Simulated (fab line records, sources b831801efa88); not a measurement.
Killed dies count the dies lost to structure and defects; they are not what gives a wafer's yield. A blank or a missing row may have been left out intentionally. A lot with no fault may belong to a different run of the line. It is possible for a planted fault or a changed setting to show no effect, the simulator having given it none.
One fault seen from 2 desks	flow gf180mcu	each desk holds nothing but its own numbers, with what lay behind them at the end

== AT THE TOOL OWNER'S DESK: pvdSputter-02 ==
At GF_V1_SPUTTER_22 (material TiN, target thk 10 nm, time 40 s) the tool's own readings: per lot run on this tool, the mean of the sampled wafers that have a number. Any lot whose mean is over 4 standard deviations away from the usual mean is out of limits and marked OUT; that distance is given in the brackets.
Columns: A = chamberPressurePa at GF_V1_SPUTTER_22, usual 5.000 Pa; B = throttleValvePct at GF_V1_SPUTTER_22, usual 29.9 %
lot	first seen here	A	B
L781	day 18 17:52	4.998	30.0
L784	day 20 00:41	4.999	29.9
L789	day 21 13:37	4.991	29.5
L790	day 22 04:17	4.993	29.7
L793	day 23 02:05	3.971 (-99 or more) OUT	34.1 (+4.2) OUT
L794	day 23 09:23	3.974 (-99 or more) OUT	33.5
L795	day 23 17:03	3.973 (-99 or more) OUT	32.7
This desk's verdict: out of limits on L793, L794, L795, starting with L793 at day 23 02:05 (chamberPressurePa at GF_V1_SPUTTER_22). L781, L784, L789, L790 stayed within limits.

== FROM THE METROLOGY DESK ==
Lot by lot, what the gauges showed, no matter which tool ran the lot: averages of those sampled wafers that carry a number. Any lot whose mean is over 4 standard deviations away from the usual mean is out of limits and marked OUT; that distance is given in the brackets.
Columns: A = cdNm at GF_V1_CD_MEAS_14, usual 260.0 nm
lot	first seen here	A
L781	day 18 16:59	259.7
L782	day 19 03:38	258.8
L783	day 19 18:22	260.1
L784	day 19 23:50	261.1
L786	day 20 10:31	258.4
L787	day 20 15:31	259.4
L788	day 21 06:32	261.1
L789	day 21 12:44	258.9
L790	day 22 03:25	258.9
L793	day 23 01:14	260.3
L794	day 23 08:23	261.1
L795	day 23 15:44	260.2
L803	day 26 03:36	259.1
Finding of this desk: none of the 13 lots has anything out of limits.

== ALL TOGETHER ==
The tool owner's desk had the chance to raise an alarm at day 23 02:05 on L793, L794, L795.
At the metrology desk, nothing out of limits was observed.
The metrology desk holds a record of L793, L794, L795, inside its limits.
The lots listed all ran GF_V1_SPUTTER_22 on pvdSputter-02.

== WHAT THE SIMULATOR HAD INSERTED ==
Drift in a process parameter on pvdSputter-02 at GF_V1_SPUTTER_22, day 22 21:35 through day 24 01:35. Setting chamberPressurePa shifted by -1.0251 from 5. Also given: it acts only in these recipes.
Struck lots among those shown: L793, L794, L795.
How many hours passed from the start of the fault until each desk's first out-of-limits reading: the tool owner's desk, 5.
